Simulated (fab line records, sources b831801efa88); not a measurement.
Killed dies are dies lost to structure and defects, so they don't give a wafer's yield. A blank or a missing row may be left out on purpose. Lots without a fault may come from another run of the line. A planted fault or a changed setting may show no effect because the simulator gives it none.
fab line records | flow gf180mcu
record lots=5 wafers=15 last_day=34
route steps=602 shown M3@421 V3@429 M4@456 PASSIVATION@602
lots that met no fault: from a run of the same line without faults
start_h: hours from the record's first day to the start of the lot's first wafer shown | wait_h: hours since the lot's step before | " the same as in the row above | L1.1+2: a row that stands for several wafers | - no value, or no start given | * or withheld: withheld | < > ~ a bound
route shown NAME@n: a module of which the file shows steps, and the number in the route of the first | usual: mean/standard deviation of fault-free wafers | same: alike in all rows | chamber/n: place in a boat | sites: the reading at each site | _std_site: their standard deviation | _edge_site: outer sites' mean less inner sites' | radius_mm: how far each site lies from the wafer's centre | mask NAME#n: copy n | behind: the tool/chamber that last shaped the wafer | hold: why the lot was held/for how many hours/how that ended | device: the transistor (n, p or np) that didn't switch | end of line: the same wafers' tests at the end of the route | a step without rows: its recipe alone | killed: dies lost to structure and defects at the first sort, not the wafer's yield | map: a wafer's dies, x killed, . not, _ none there
set.NAME: the setting as run; set.NAME@STEP: as run at that earlier step | model.NAME: the simulator's own value behind a step, which no gauge read
lots at some steps of the route; a table a step, a row a wafer
services: from which hour (start_h, from the record's first day; less than 0 if before it) a tool's chamber was out of use, for how many hours, and why
## steps
# step GF_M3_PEB_12
# recipe peb_temp_c=135 peb_time_s=90 resist=KrF
# step GF_M3_DEVELOP_13
# recipe develop_time_s=60 dev_temp_c=21
# step GF_M3_CD_MEAS_14
# recipe target_cd_nm=280
# usual cd_nm=279.8/1.4
# columns lot.wafer tool chamber start_h wait_h cd_nm
L355.2 cd_sem-02 - 522.57 0.1 280.4
L355.3 " - " " 280.6
L355.4 " - " " 280.0
L364.1 cd_sem-01 - 601.62 0.1 280.7
L364.4 " - " " 280.0
L364.6 " - " " 280.3
L367.1 cd_sem-01 - 629.32 0.1 281.5
L367.5 " - " " 281.2
L367.6 " - " " 280.6
L366.2 cd_sem-01 - 630.46 0.1 279.4
L366.4 " - " " 279.5
L366.5 " - " " 278.0
L373.2 cd_sem-01 - 663.36 0.1 279.3
L373.4 " - " " 279.9
L373.5 " - " " 280.3
# step GF_M3_OVL_MEAS_15
# usual M3_OVL=0/5.6
# columns lot.wafer tool chamber start_h wait_h M3_OVL[nm]
L355.2 overlay-02 - 522.67 0.1 1
L355.3 " - " " -4
L355.4 " - " " 6
L364.1 overlay-01 - 601.74 0.1 2
L364.4 " - " " 2
L364.6 " - " " 3
L367.1 overlay-02 - 629.44 0.1 4
L367.5 " - " " 5
L367.6 " - " " 2
L366.2 overlay-01 - 630.57 0.1 6
L366.4 " - " " 10
L366.5 " - " " 2
L373.2 overlay-01 - 663.47 0.1 3
L373.4 " - " " -3
L373.5 " - " " -4
# step GF_M3_METAL_ETCH_16
# recipe chemistry=Cl2/BCl3 mask_material=KrF target_depth_nm=627.5 stop_on=SiO2 pressure_mtorr=8 icp_w=800 bias_w=140 Cl2_flow_sccm=80 bcl3_flow_sccm=40 time_s=104.6
# usual drypump_motor_current_A=5.7/0.41 oes_product_au=0.971/0.0061 throttle_valve_pct=28.250/0.0096
# columns lot.wafer tool chamber start_h wait_h drypump_motor_current_A oes_product_au rf_hours_counter_h throttle_valve_pct
L355.2 rie_metal-02 1 522.70 0.0 5.8 0.969 1 28.249
L355.3 " 1 " " 5.8 0.960 - 28.256
L355.4 " 0 " " 5.7 0.971 - 28.250
L364.1 rie_metal-01 0 601.77 0.0 6.0 0.961 9 28.251
L364.4 " 1 " " 6.0 0.966 - 28.252
L364.6 " 1 " " 6.0 0.962 - 28.246
L367.1 rie_metal-04 0 629.47 0.0 6.0 0.977 10 28.238
L367.5 " 1 " " 4.8 0.968 - 28.240
L367.6 " 0 " " 6.0 0.968 - 28.258
L366.2 rie_metal-02 1 630.60 0.0 5.8 0.971 4 28.254
L366.4 " 0 " " 5.7 0.960 - 28.267
L366.5 " 0 " " 5.7 0.971 - 28.233
L373.2 rie_metal-01 1 663.50 0.0 6.0 0.968 4 28.250
L373.4 " 0 " " 6.0 0.979 - 28.244
L373.5 " 0 " " 6.0 0.980 - 28.245
# step GF_M3_STRIP_17
# recipe chemistry=O2/N2 power_w=1400 pressure_mtorr=1500 platen_temp_c=250 o2_flow_sccm=3000 n2_flow_sccm=300 overash_fraction=0.5
# step GF_M3_STRIP_18
# recipe chemistry=post_etch_residue_remover time_s=1200 temp_c=72.5
# step GF_M3_CLEAN_19
# recipe chemistry=DIW dry=n2_spin
# step GF_V3_CVD_00
# recipe material=SiO2 target_thk_nm=600 sigma_open_frac=0.3 temp_c=400 time_s=100 sih4_flow_sccm=60 pressure_mtorr=6
# step GF_V3_THK_MEAS_01
# recipe reads=SiO2_of_V3_CVD_00
# usual V3_CVD_00_THK=603/7
# columns lot.wafer tool chamber start_h wait_h V3_CVD_00_THK[nm]
L355.2 film_metro-03 - 523.43 0.0 600
L355.3 " - " " 601
L355.4 " - " " 603
L364.1 film_metro-03 - 602.49 0.0 598
L364.4 " - " " 609
L364.6 " - " " 614
L367.1 film_metro-04 - 630.19 0.0 604
L367.5 " - " " 609
L367.6 " - " " 604
L366.2 film_metro-04 - 631.33 0.0 603
L366.4 " - " " 593
L366.5 " - " " 604
L373.2 film_metro-04 - 664.24 0.0 599
L373.4 " - " " 602
L373.5 " - " " 590
# step GF_V3_CVD_02
# recipe material=SiO2 target_thk_nm=850 precursor=TEOS temp_c=400 time_s=94.851 rf_w=600
# step GF_V3_THK_MEAS_03
# recipe reads=SiO2_of_V3_CVD_02
# usual V3_CVD_02_THK=848/9.7
# columns lot.wafer tool chamber start_h wait_h V3_CVD_02_THK[nm]
L355.2 film_metro-03 - 523.56 0.0 839
L355.3 " - " " 844
L355.4 " - " " 854
L364.1 film_metro-03 - 602.62 0.0 833
L364.4 " - " " 846
L364.6 " - " " 857
L367.1 film_metro-03 - 630.32 0.0 845
L367.5 " - " " 849
L367.6 " - " " 855
L366.2 film_metro-03 - 631.46 0.0 851
L366.4 " - " " 861
L366.5 " - " " 856
L373.2 film_metro-01 - 664.37 0.0 841
L373.4 " - " " 854
L373.5 " - " " 863
# step GF_V3_CMP_04
# recipe material=SiO2 down_force_psi=4 platen_rpm=60 pad_velocity_m_s=0.94248
# usual motor_current_A=12.3/1.3 time_to_endpoint_s=80/5.2
# columns lot.wafer tool chamber start_h wait_h motor_current_A time_to_endpoint_s model.SiO2_of_V3_CVD_02.thk_nm
L355.4 cmp-02 2 523.61 0.0 15.1 79 630.9
L355.2 " 3 " " 10.9 77 630.4
L355.3 " 0 " " 12.3 15 786.9
L364.1 cmp-02 1 602.73 0.1 11.2 76 633.2
L364.4 " 2 " " 14.7 78 632.7
L364.6 " 1 " " 11.7 86 634.1
L367.1 cmp-02 2 630.38 0.1 14.8 78 631.2
L367.6 " 2 " " 14.7 87 630.9
L367.5 " 3 " " 10.3 86 632.3
L366.4 cmp-01 2 631.56 0.1 11.1 89 634
L366.2 " 0 " " 14.0 82 632.6
L366.5 " 1 " " 11.6 81 632
L373.4 cmp-01 2 664.42 0.0 11.1 88 633.9
L373.2 " 3 " " 12.1 80 633.3
L373.5 " 3 " " 12.1 90 632.1
# step GF_V3_BOW_MEAS_05
# recipe mode=bow
# usual V3_BOW=116/7.9
# columns lot.wafer tool chamber start_h wait_h V3_BOW[um]
L355.2 film_metro-03 - 523.93 0.2 111
L355.3 " - " " 132
L355.4 " - " " 112
L364.1 film_metro-03 - 602.98 0.2 118
L364.4 " - " " 105
L364.6 " - " " 118
L367.1 film_metro-04 - 630.68 0.2 128
L367.5 " - " " 115
L367.6 " - " " 122
L366.2 film_metro-01 - 631.83 0.1 127
L366.4 " - " " 118
L366.5 " - " " 112
L373.2 film_metro-03 - 664.74 0.2 118
L373.4 " - " " 120
L373.5 " - " " 116
# step GF_V3_DEHYDRATE_06
# recipe temp_c=200 time_s=60
# step GF_V3_HMDS_07
# recipe prime_time_s=60 prime_temp_c=120
# step GF_V3_COAT_08
# recipe resist=BARC temp_c=withheld time_s=withheld spin_rpm=withheld resist_thk_nm=withheld
# step GF_V3_COAT_09
# recipe resist=KrF spin_rpm=withheld resist_thk_nm=1000
# step GF_V3_SOFTBAKE_10
# recipe temp_c=130 time_s=60 resist=KrF
# step GF_V3_EXPOSE_11
# recipe mask_id=Via3 target_cd_nm=260 na=0.68 source_shape=conventional sigma_outer=0.6 dose_mj=38
# step GF_V3_PEB_12
# recipe peb_temp_c=135 peb_time_s=90 resist=KrF
# step GF_V3_DEVELOP_13
# recipe develop_time_s=60 resist=KrF dev_temp_c=21
# step GF_V3_CD_MEAS_14
# recipe target_cd_nm=260
# usual cd_nm=259.9/0.96
# columns lot.wafer tool chamber start_h wait_h cd_nm
L355.2 cd_sem-01 - 546.52 0.1 259.4
L355.3 " - " " 260.8
L355.4 " - " " 259.8
L364.1 cd_sem-02 - 623.84 0.1 260.6
L364.4 " - " " 260.7
L364.6 " - " " 261.5
L367.1 cd_sem-01 - 650.46 0.1 260.0
L367.5 " - " " 258.4
L367.6 " - " " 260.5
L366.2 cd_sem-01 - 651.81 0.1 260.4
L366.4 " - " " 260.7
L366.5 " - " " 260.7
L373.2 cd_sem-01 - 684.21 0.1 259.7
L373.4 " - " " 259.8
L373.5 " - " " 260.6
# step GF_V3_OVL_MEAS_15
# usual V3_OVL=1/7
# columns lot.wafer tool chamber start_h wait_h V3_OVL[nm]
L355.2 overlay-01 - 546.62 0.1 7
L355.3 " - " " 16
L355.4 " - " " 12
L364.1 overlay-01 - 623.96 0.1 -1
L364.4 " - " " -3
L364.6 " - " " -1
L367.1 overlay-02 - 650.58 0.1 1
L367.5 " - " " -1
L367.6 " - " " 7
L366.2 overlay-01 - 651.92 0.1 -2
L366.4 " - " " -2
L366.5 " - " " -9
L373.2 overlay-01 - 684.32 0.1 2
L373.4 " - " " 5
L373.5 " - " " -1
# step GF_V3_ETCH_16
# recipe chemistry=N2/H2 target_depth_a=withheld overetch_a=withheld time_s=withheld target=BARC ion_energy_ev=200 source_w=500 bias_w=100 pressure_mtorr=30 n2_flow_sccm=100 h2_flow_sccm=200
# usual drypump_motor_current_A=5.7/0.33 oes_product_au=0.854/0.0044 throttle_valve_pct=13.225/0.0097
# columns lot.wafer tool chamber start_h wait_h drypump_motor_current_A oes_product_au throttle_valve_pct
L355.2 rie_diel-03 1 546.65 0.0 6.0 0.856 13.212
L355.3 " 0 " " 5.5 0.855 13.202
L355.4 " 2 " " 5.8 0.854 13.236
L364.1 rie_diel-02 3 624.00 0.0 6.4 0.850 13.221
L364.4 " 0 " " 5.3 0.847 13.230
L364.6 " 0 " " 5.3 0.851 13.244
L367.1 rie_diel-03 1 650.61 0.0 6.0 0.860 13.246
L367.5 " 0 " " 5.5 0.844 13.219
L367.6 " 1 " " 6.0 0.846 13.211
L366.2 rie_diel-04 1 651.95 0.0 5.2 0.850 13.226
L366.4 " 0 " " 5.5 0.858 13.207
L366.5 " 3 " " 5.9 0.858 13.219
L373.2 rie_diel-03 3 684.35 0.0 5.7 0.854 13.219
L373.4 " 1 " " 6.0 0.852 13.232
L373.5 " 3 " " 5.7 0.853 13.227
# step GF_V3_ETCH_17
# recipe chemistry=C4F8/O2/Ar mask_material=KrF target=SiO2 stop_on=TiN source_w=1500 bias_w=1200 pressure_mtorr=40 c4f8_flow_sccm=withheld O2_flow_sccm=6 Ar_flow_sccm=300 time_s=withheld target_depth_a=6350
# usual oes_product_au=0.856/0.0046
# columns lot.wafer tool chamber start_h wait_h oes_product_au model.etch.depth_nm model.V3.feature_depth_nm
L355.2 rie_diel-03 1 - - 0.856 630.4 630.4
L355.3 " 0 " " 0.968 786.9 786.9
L355.4 " 2 " " 0.862 630.9 630.9
L364.1 rie_diel-02 3 - - 0.860 633.2 633.2
L364.4 " 0 " " 0.853 632.7 632.7
L364.6 " 0 " " 0.862 634.1 634.1
L367.1 rie_diel-03 1 - - 0.858 631.2 631.2
L367.5 " 0 " " 0.864 632.3 632.3
L367.6 " 1 " " 0.862 630.9 630.9
L366.2 rie_diel-04 1 - - 0.861 632.6 632.6
L366.4 " 0 " " 0.860 634 634
L366.5 " 3 " " 0.862 632 632
L373.2 rie_diel-03 3 - - 0.860 633.3 633.3
L373.4 " 1 " " 0.852 633.9 633.9
L373.5 " 3 " " 0.868 632.1 632.1
# step GF_V3_STRIP_18
# recipe chemistry=O2/N2 power_w=1400 pressure_mtorr=1500 platen_temp_c=250 o2_flow_sccm=3000 n2_flow_sccm=300 overash_fraction=0.5
# usual drypump_motor_current_A=5.6/0.4 heater_power_w=348/19 oes_product_au=0.592/0.0045
# columns lot.wafer tool chamber start_h wait_h drypump_motor_current_A heater_power_w oes_product_au rf_hours_counter_h
L355.2 plasma_asher-04 0 546.78 - 5.8 350 0.596 89
L355.3 " 0 " " 5.8 342 0.590 -
L355.4 " 1 " " 5.7 326 0.586 -
L364.1 plasma_asher-01 1 624.13 - 5.9 355 0.598 20
L364.4 " 0 " " 4.8 340 0.594 -
L364.6 " 0 " " 4.8 343 0.596 -
L367.1 plasma_asher-04 0 650.74 - 5.8 352 0.593 100
L367.5 " 1 " " 5.8 328 0.590 -
L367.6 " 0 " " 5.8 341 0.592 -
L366.2 plasma_asher-01 0 652.08 - 4.8 334 0.591 23
L366.4 " 1 " " 5.9 343 0.592 -
L366.5 " 0 " " 4.8 337 0.591 -
L373.2 plasma_asher-01 1 684.48 - 5.9 342 0.585 26
L373.4 " 0 " " 4.8 337 0.583 -
L373.5 " 1 " " 5.9 342 0.587 -
# step GF_V3_STRIP_19
# recipe chemistry=post_etch_residue_remover time_s=1200 temp_c=72.5
# step GF_V3_CLEAN_20
# recipe chemistry=DIW dry=n2_spin
# step GF_V3_SPUTTER_21
# recipe material=Ti target_thk_nm=15 chamber_pressure_pa=5 power_w=2500 substrate_temp_c=200 time_s=80.02
# step GF_V3_SPUTTER_22
# recipe material=TiN target_thk_nm=10 chamber_pressure_pa=5 power_w=4000 time_s=40
# step GF_V3_CVD_23
# recipe material=W target_thk_nm=350 time_s=104.9 temp_c=400 pressure_torr=40
# usual heater_power_w=783/37
# columns lot.wafer tool chamber start_h wait_h heater_power_w
L355.2 cvd_w-01 1 547.41 0.0 823
L355.3 " 0 " " 716
L355.4 " 1 " " 803
L364.1 cvd_w-01 0 624.76 0.0 732
L364.4 " 0 " " 740
L364.6 " 0 " " 736
L367.1 cvd_w-01 1 651.38 0.0 831
L367.5 " 0 " " 728
L367.6 " 1 " " 832
L366.2 cvd_w-02 1 652.71 0.0 759
L366.4 " 0 " " 804
L366.5 " 1 " " 765
L373.2 cvd_w-02 1 685.12 0.0 760
L373.4 " 0 " " 825
L373.5 " 0 " " 805
# step GF_V3_RS_MEAS_24
# recipe thk_meas_gauge=four-point-probe reads=W_of_V3_CVD_23+TiN_of_V3_SPUTTER_22+Ti_of_V3_SPUTTER_21
# usual V3_W_RS=0.328/0.0034
# columns lot.wafer tool chamber start_h wait_h V3_W_RS[ohm/sq]
L355.2 film_metro-04 - 547.55 0.1 0.330
L355.3 " - " " 0.326
L355.4 " - " " 0.334
L364.1 film_metro-04 - 624.88 0.1 0.335
L364.4 " - " " 0.330
L364.6 " - " " 0.329
L367.1 film_metro-01 - 651.49 0.1 0.326
L367.5 " - " " 0.325
L367.6 " - " " 0.324
L366.2 film_metro-04 - 652.85 0.1 0.332
L366.4 " - " " 0.326
L366.5 " - " " 0.328
L373.2 film_metro-03 - 685.25 0.1 0.328
L373.4 " - " " 0.322
L373.5 " - " " 0.324
# step GF_V3_THK_MEAS_25
# recipe thk_meas_gauge=xrf reads=W_of_V3_CVD_23
# usual V3_W_THK=352/4.3
# columns lot.wafer tool chamber start_h wait_h V3_W_THK[nm]
L355.2 film_metro-04 - 547.66 0.1 349
L355.3 " - " " 353
L355.4 " - " " 347
L364.1 film_metro-04 - 625.00 0.1 348
L364.4 " - " " 350
L364.6 " - " " 351
L367.1 film_metro-01 - 651.61 0.1 351
L367.5 " - " " 349
L367.6 " - " " 351
L366.2 film_metro-04 - 652.96 0.1 345
L366.4 " - " " 351
L366.5 " - " " 350
L373.2 film_metro-03 - 685.36 0.1 357
L373.4 " - " " 362
L373.5 " - " " 360
# step GF_V3_CMP_26
# recipe stop_on=SiO2 down_force_psi=3.5 platen_rpm=60 t_overpolish_s=15 target_thk_nm=0 pad_velocity_m_s=0.94248
# usual motor_current_A=11.3/1.2
# columns lot.wafer tool chamber start_h wait_h motor_current_A model.SiO2_of_V3_CVD_02.thk_nm
L355.4 cmp-02 0 547.71 0.0 12.0 627.1
L355.2 " 1 " " 10.4 626.6
L355.3 " 2 " " 13.9 783.1
L364.1 cmp-01 3 625.11 0.1 10.8 629.4
L364.4 " 0 " " 12.3 629
L364.6 " 3 " " 11.7 630.3
L367.1 cmp-02 2 651.77 0.1 13.9 627.4
L367.5 " 0 " " 12.1 628.5
L367.6 " 1 " " 10.6 627.1
L366.2 cmp-01 1 653.01 0.0 11.0 628.8
L366.4 " 3 " " 11.1 630.3
L366.5 " 2 " " 10.1 628.2
L373.2 cmp-01 0 685.46 0.1 12.5 629.5
L373.4 " 1 " " 11.5 630.1
L373.5 " 0 " " 12.6 628.3
# step GF_M4_SPUTTER_00
# recipe material=Ti target_thk_nm=37.5 arriving_ion_energy_ev=80 substrate_temp_c=200 chamber_pressure_pa=2 power_w=4000 time_s=150
# usual throttle_valve_pct=30.0/0.81
# columns lot.wafer tool chamber start_h wait_h throttle_valve_pct
L355.2 pvd_sputter-02 - 548.01 0.2 30.1
L355.3 " - " " 28.5
L355.4 " - " " 30.5
L364.1 pvd_sputter-01 - 625.36 0.2 30.2
L364.4 " - " " 30.1
L364.6 " - " " 31.4
L367.1 pvd_sputter-02 - 651.97 0.1 30.1
L367.5 " - " " 30.5
L367.6 " - " " 30.3
L366.2 pvd_sputter-03 - 653.31 0.2 31.0
L366.4 " - " " 30.0
L366.5 " - " " 30.0
L373.2 pvd_sputter-03 - 685.71 0.2 29.6
L373.4 " - " " 29.5
L373.5 " - " " 30.0
# step GF_PASSIVATION_PROBE_99
# columns lot.wafer tool chamber start_h wait_h model.etest.via3_chain.rc_ohm model.etest.met4_comb.leak_log10_a_um
L355.2 prober-02 - 701.50 0.1 6.488 -11.92
L355.3 prober-02 - 701.55 0.2 8.313 -10.8
L355.4 prober-02 - 701.60 0.2 6.375 -12.06
L364.1 prober-01 - 765.05 0.1 6.342 -11.68
L364.4 prober-01 - 765.20 0.2 6.364 -11.7
L364.6 prober-01 - 765.30 0.2 6.563 -11.66
L367.1 prober-01 - 787.45 0.1 6.45 -11.91
L367.5 prober-01 - 787.65 0.2 6.501 -11.9
L367.6 prober-01 - 787.70 0.2 6.34 -12.01
L366.2 prober-02 - 788.45 0.1 6.019 -12.01
L366.4 prober-02 - 788.55 0.2 6.273 -11.56
L366.5 prober-02 - 788.60 0.2 6.508 -11.41
L373.2 prober-02 - 813.26 0.1 6.58 -11.89
L373.4 prober-02 - 813.36 0.2 6.559 -12.05
L373.5 prober-02 - 813.41 0.2 6.137 -11.73
# killed by level:class
L364.1 V4:geometric_particle:open=4 V2:geometric_particle:open=4 STI:geometric_particle:short=3 M1:geometric_particle:short=3 V5:geometric_particle:open=3 STI:geometric_particle:open=2 CONTACT:geometric_particle:open=2 V1:geometric_particle:open=2
L364.4 V4:geometric_particle:open=5 V5:geometric_particle:open=5 V1:geometric_particle:open=4 M3:geometric_particle:short=4 STI:geometric_particle:open=3 M1:geometric_particle:short=3 V2:geometric_particle:open=3 STI:geometric_particle:short=2
L364.6 CONTACT:geometric_particle:short=4 M5:geometric_particle:short=4 STI:geometric_particle:open=3 V1:geometric_particle:open=3 V3:geometric_particle:open=3 V5:geometric_particle:open=3 V5:geometric_particle:short=3 STI:geometric_particle:short=2
L367.1 CONTACT:geometric_particle:open=5 V3:geometric_particle:open=5 STI:geometric_particle:open=3 V2:geometric_particle:short=3 M4:geometric_particle:short=3 V4:geometric_particle:open=3 V4:geometric_particle:short=3 CONTACT:geometric_particle:short=2
L367.5 CONTACT:geometric_particle:open=7 V4:geometric_particle:open=6 V5:geometric_particle:open=5 STI:geometric_particle:short=4 V2:geometric_particle:open=4 V3:geometric_particle:open=4 STI:geometric_particle:open=3 M2:geometric_particle:short=3
L367.6 V4:geometric_particle:open=6 V3:geometric_particle:open=5 V1:geometric_particle:open=4 V2:geometric_particle:open=4 V5:geometric_particle:short=3 STI:geometric_particle:open=2 STI:geometric_particle:short=2 M4:geometric_particle:short=2
L366.2 V5:geometric_particle:open=8 M1:geometric_particle:short=7 V2:geometric_particle:open=6 CONTACT:geometric_particle:open=4 V1:geometric_particle:short=4 M3:geometric_particle:short=4 V3:geometric_particle:open=4 V4:geometric_particle:short=4
L366.4 CONTACT:geometric_particle:open=13 V5:geometric_particle:open=7 V1:geometric_particle:open=6 V2:geometric_particle:open=4 V3:geometric_particle:open=4 CONTACT:geometric_particle:short=3 V4:geometric_particle:open=3 V3:geometric_particle:short=3
L366.5 V4:geometric_particle:open=5 CONTACT:geometric_particle:open=4 V1:geometric_particle:open=4 V1:geometric_particle:short=3 V2:geometric_particle:open=3 STI:geometric_particle:short=2 POLY_GATE:geometric_particle:open=2 M1:geometric_particle:short=2
L373.2 V4:geometric_particle:open=7 V1:geometric_particle:open=5 V2:geometric_particle:open=4 V3:geometric_particle:open=4 M5:geometric_particle:short=3 V5:geometric_particle:open=3 CONTACT:geometric_particle:open=2 M2:geometric_particle:short=2
L373.4 V3:geometric_particle:open=5 V5:geometric_particle:open=4 M1:geometric_particle:short=3 V1:geometric_particle:short=3 V2:geometric_particle:open=3 M3:geometric_particle:short=3 V3:geometric_particle:short=3 STI:geometric_particle:short=2
L373.5 V2:geometric_particle:open=6 V1:geometric_particle:open=5 V5:geometric_particle:open=4 STI:geometric_particle:open=3 M2:geometric_particle:short=3 M3:geometric_particle:short=3 V4:geometric_particle:short=3 V4:geometric_particle:open=3
## services
# columns tool chamber start_h hours kind
pvd_sputter-02 - 500.48 1.1 repair
cmp-02 - 500.90 5.3 pm
pvd_sputter-02 - 506.28 4.6 repair
cmp-02 - 506.98 11.1 repair
rie_diel-03 3 519.77 15.1 repair
rie_diel-02 - 548.62 0.4 repair
rie_diel-03 0 553.18 8.0 repair
cmp-01 - 553.75 0.6 repair
plasma_asher-01 - 554.40 2.9 repair
cmp-02 - 557.88 10.2 repair
plasma_asher-04 - 561.60 0.8 repair
rie_diel-03 0 562.57 6.5 repair
cmp-01 - 573.41 4.0 pm
rie_diel-04 3 573.80 8.5 repair
cmp-02 - 580.02 5.0 pm
rie_metal-02 1 583.32 1.5 repair
rie_diel-04 1 597.05 5.4 repair
rie_metal-01 0 608.20 21.7 repair
rie_diel-02 3 617.39 4.3 repair
pvd_sputter-03 - 634.71 5.6 repair
rie_diel-04 1 638.99 1.8 repair
cmp-02 - 654.40 2.6 repair
rie_metal-02 - 657.66 2.8 pm
rie_diel-04 2 668.00 4.1 repair
## key
first_sign step=GF_V3_CMP_04 reading=time_to_endpoint_s direction=down sigmas=13 usual=* struck=*
effect step=GF_V3_ETCH_17 reading=oes_product_au direction=up sigmas=24 usual=0.856 struck=0.968
model_effect step=GF_V3_CMP_04 value=SiO2_of_V3_CVD_02.thk_nm without=628.8 struck=786.9
model_effect step=GF_V3_ETCH_17 value=etch.depth_nm without=628.8 struck=786.9
model_effect step=GF_V3_CMP_26 value=SiO2_of_V3_CVD_02.thk_nm without=625 struck=783.1
model_effect step=GF_PASSIVATION_PROBE_99 value=etest.via3_chain.rc_ohm without=6.314 struck=8.313
met_at GF_V3_CMP_04
struck_wafers L355.3
sort_left_out L355.3
fault kind=process_parameter_drift tool=cmp-02 chamber=0 onset_h=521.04 steps=GF_V3_CMP_04 channel=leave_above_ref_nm offset=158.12 shape=step end_h=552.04 acts_in=these_recipes_only stated=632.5
# sort_left_out: the simulated sort isn't trusted on such a fault, so these wafers' sort isn't shown, and their yield isn't known
